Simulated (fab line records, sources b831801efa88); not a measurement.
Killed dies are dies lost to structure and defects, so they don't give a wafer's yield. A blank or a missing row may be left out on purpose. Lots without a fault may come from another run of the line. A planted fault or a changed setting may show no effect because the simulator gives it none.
Tool commonality check | flow gf180mcu | 15 lots, 54 wafers sampled

WHY IT WAS OPENED
At GF_POLY_GATE_THK_MEAS_01 the reading POLY_GATE_CVD_00_THK is flagged on 3 of 15 lots. Wafers without a fault read 201.4 nm, standard deviation 2.
Rule: a lot is flagged when every wafer of it that has a number lies more than 4 standard deviations from that mean, or none has a number. The other lots count as sound.

lot  | measured     | on            | POLY_GATE_CVD_00_THK (nm), wafer by wafer | flag
L710 | day 8 17:14  | film_metro-04 | 203.2 202.9 202.3                         |
L711 | day 9 00:41  | film_metro-03 | 199.0 200.1 199.8                         |
L712 | day 9 11:07  | film_metro-03 | 77.5 79.5 77.9 77.5 79.5 78.0             | FLAGGED
L713 | day 9 16:23  | film_metro-04 | 80.8 81.1 82.2 80.8 81.1 82.3             | FLAGGED
L714 | day 9 23:32  | film_metro-01 | 201.1 200.1 199.7                         |
L715 | day 10 04:59 | film_metro-03 | 80.3 81.8 83.3 80.3 81.8 83.3             | FLAGGED
L723 | day 12 16:25 | film_metro-03 | 199.1 200.9 198.9                         |
L724 | day 13 02:07 | film_metro-03 | 201.2 202.6 203.4                         |
L726 | day 13 12:06 | film_metro-01 | 202.2 200.9 200.8                         |
L727 | day 13 20:15 | film_metro-03 | 202.8 200.7 199.8                         |
L728 | day 14 00:15 | film_metro-01 | 201.4 200.8 200.7                         |
L729 | day 14 06:06 | film_metro-04 | 201.0 203.5 202.5                         |
L730 | day 14 14:51 | film_metro-03 | 200.0 200.2 200.3                         |
L731 | day 14 23:03 | film_metro-03 | 197.4 197.5 199.2                         |
L732 | day 15 04:08 | film_metro-04 | 197.0 197.9 198.3                         |
The numbers of the flagged lots are 80.5 nm on average: -120.9 nm against the usual, or -60 standard deviations.

WHICH TOOL RAN EACH LOT
The record holds 1 process step before the reading, out of a route of 602 steps. In each cell: the tool, then ch and the chambers that the sampled wafers went through, then the start.
lot  | flag    | GF_POLY_GATE_CVD_00
L710 |         | lpcvd-01 ch 0, day 8 15:54
L711 |         | lpcvd-01 ch 1, day 8 23:21
L712 | FLAGGED | lpcvd-01 ch 0, day 9 09:46
L713 | FLAGGED | lpcvd-01 ch 0, day 9 15:03
L714 |         | lpcvd-02 ch 0, day 9 22:12
L715 | FLAGGED | lpcvd-01 ch 0, day 10 03:39
L723 |         | lpcvd-02 ch 1, day 12 15:05
L724 |         | lpcvd-01 ch 1, day 13 00:07
L726 |         | lpcvd-01 ch 1, day 13 10:46
L727 |         | lpcvd-01 ch 1, day 13 18:55
L728 |         | lpcvd-02 ch 1, day 13 22:14
L729 |         | lpcvd-01 ch 1, day 14 04:44
L730 |         | lpcvd-01 ch 1, day 14 13:30
L731 |         | lpcvd-02 ch 0, day 14 21:41
L732 |         | lpcvd-02 ch 0, day 15 02:48
What these steps do:
- GF_POLY_GATE_CVD_00: deposits poly-Si, target thk 200 nm, time 1200 s.
- GF_POLY_GATE_THK_MEAS_01

FLAGGED OVER TOTAL, TOOL BY TOOL (the gauges that took the reading come last)
step                     | tool          | lots run | flagged | share of the flagged lots | sound lots run after its first flagged lot
GF_POLY_GATE_CVD_00      | lpcvd-01      | 10       | 3       | all                       | 5 (L724,L726,L727,L729,L730)
GF_POLY_GATE_CVD_00      | lpcvd-02      | 5        | 0       | none                      | -
GF_POLY_GATE_THK_MEAS_01 | film_metro-01 | 3        | 0       | none                      | -
GF_POLY_GATE_THK_MEAS_01 | film_metro-03 | 8        | 2       | some                      | 5 (L723,L724,L727,L730,L731)
GF_POLY_GATE_THK_MEAS_01 | film_metro-04 | 4        | 1       | some                      | 2 (L729,L732)

WHAT THE TABLE ALLOWS
1 row of the table ran every flagged lot: lpcvd-01 at GF_POLY_GATE_CVD_00.
- lpcvd-01 at GF_POLY_GATE_CVD_00: 3 of its 10 lots flagged. Sound lots ran on it after the first flagged one (L724, L726, L727, L729, L730), which a lasting fault on the whole tool wouldn't allow.
No row of the table ran every flagged lot and no sound lot after the first.

WHAT THE SIMULATOR HAD PUT IN
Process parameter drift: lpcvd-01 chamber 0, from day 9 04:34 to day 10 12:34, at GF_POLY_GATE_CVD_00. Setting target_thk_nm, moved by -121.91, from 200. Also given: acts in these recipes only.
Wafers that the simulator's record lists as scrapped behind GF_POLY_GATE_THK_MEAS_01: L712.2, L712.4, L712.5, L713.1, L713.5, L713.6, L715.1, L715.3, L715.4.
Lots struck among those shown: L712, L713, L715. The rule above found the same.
